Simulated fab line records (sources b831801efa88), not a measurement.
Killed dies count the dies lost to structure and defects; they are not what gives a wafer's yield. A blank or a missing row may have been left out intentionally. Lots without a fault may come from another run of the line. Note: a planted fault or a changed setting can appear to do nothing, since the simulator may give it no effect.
Matching of chambers / flow gf180mcu / GF_V3_CMP_26 on cmp-01 has 4 sister chambers
The step polishes, stops on SiO2, t overpolish 15 s, target thk 0 nm. 8 wafers are shown with their chamber, then 12 later ones without.

== EACH WAFER AND ITS CHAMBER ==
wafer=L083.2; chamber=0; motorCurrentA (A)=11.0; timeToEndpointS (s)=81
wafer=L083.5; chamber=3; motorCurrentA (A)=12.7; timeToEndpointS (s)=85
wafer=L083.6; chamber=0; motorCurrentA (A)=10.4; timeToEndpointS (s)=82
wafer=L092.2; chamber=3; motorCurrentA (A)=12.2; timeToEndpointS (s)=78
wafer=L092.3; chamber=1; motorCurrentA (A)=11.5; timeToEndpointS (s)=79
wafer=L093.1; chamber=1; motorCurrentA (A)=11.5; timeToEndpointS (s)=81
wafer=L093.3; chamber=2; motorCurrentA (A)=9.7; timeToEndpointS (s)=83
wafer=L093.5; chamber=2; motorCurrentA (A)=10.0; timeToEndpointS (s)=82

== WAFERS WITH NO CHAMBER GIVEN ==
wafer=L094.1; motorCurrentA (A)=10.7; timeToEndpointS (s)=82
wafer=L094.4; motorCurrentA (A)=10.2; timeToEndpointS (s)=82
wafer=L094.5; motorCurrentA (A)=12.3; timeToEndpointS (s)=79
wafer=L095.4; motorCurrentA (A)=11.0; timeToEndpointS (s)=75
wafer=L095.5; motorCurrentA (A)=10.8; timeToEndpointS (s)=82
wafer=L095.6; motorCurrentA (A)=11.3; timeToEndpointS (s)=81
wafer=L096.4; motorCurrentA (A)=10.6; timeToEndpointS (s)=83
wafer=L096.5; motorCurrentA (A)=10.8; timeToEndpointS (s)=76
wafer=L096.6; motorCurrentA (A)=10.7; timeToEndpointS (s)=83
wafer=L097.1; motorCurrentA (A)=10.3; timeToEndpointS (s)=87
wafer=L097.4; motorCurrentA (A)=11.8; timeToEndpointS (s)=83
wafer=L097.5; motorCurrentA (A)=9.9; timeToEndpointS (s)=85

== CHAMBER TAKEN BY EACH ==
wafer=L094.1; from the rows above=0; in truth=0
wafer=L094.4; from the rows above=can't be placed: 2 or 0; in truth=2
wafer=L094.5; from the rows above=can't be placed: 3 or 1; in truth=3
wafer=L095.4; from the rows above=can't be placed: 1 or 0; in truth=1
wafer=L095.5; from the rows above=0; in truth=0
wafer=L095.6; from the rows above=can't be placed: 1 or 0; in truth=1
wafer=L096.4; from the rows above=can't be placed: 0 or 2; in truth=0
wafer=L096.5; from the rows above=can't be placed: 0 or 1 or 2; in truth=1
wafer=L096.6; from the rows above=0; in truth=0
wafer=L097.1; from the rows above=can't be placed: 2 or 0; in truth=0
wafer=L097.4; from the rows above=can't be placed: 1 or 3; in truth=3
wafer=L097.5; from the rows above=2; in truth=2
Placed correctly: 4 of 12. Unplaceable from these rows: 8, with the true chamber sitting among the candidates in 8. Placed wrongly: 0.
How it was worked out, from the rows above alone: a wafer's distance from a chamber is the root of the sum, over the readings, of the square of ((its reading less the chamber's mean) divided by the reading's scatter). If the next closest chamber is less than 2 further off than the closest, the wafer can't be placed; otherwise it belongs to the closest. The mean given for a chamber averages the wafers shown for that chamber. The scatter: the root of (the sum of the squares of (reading less its chamber's mean) over the shown wafers, divided by (wafers less chambers)).
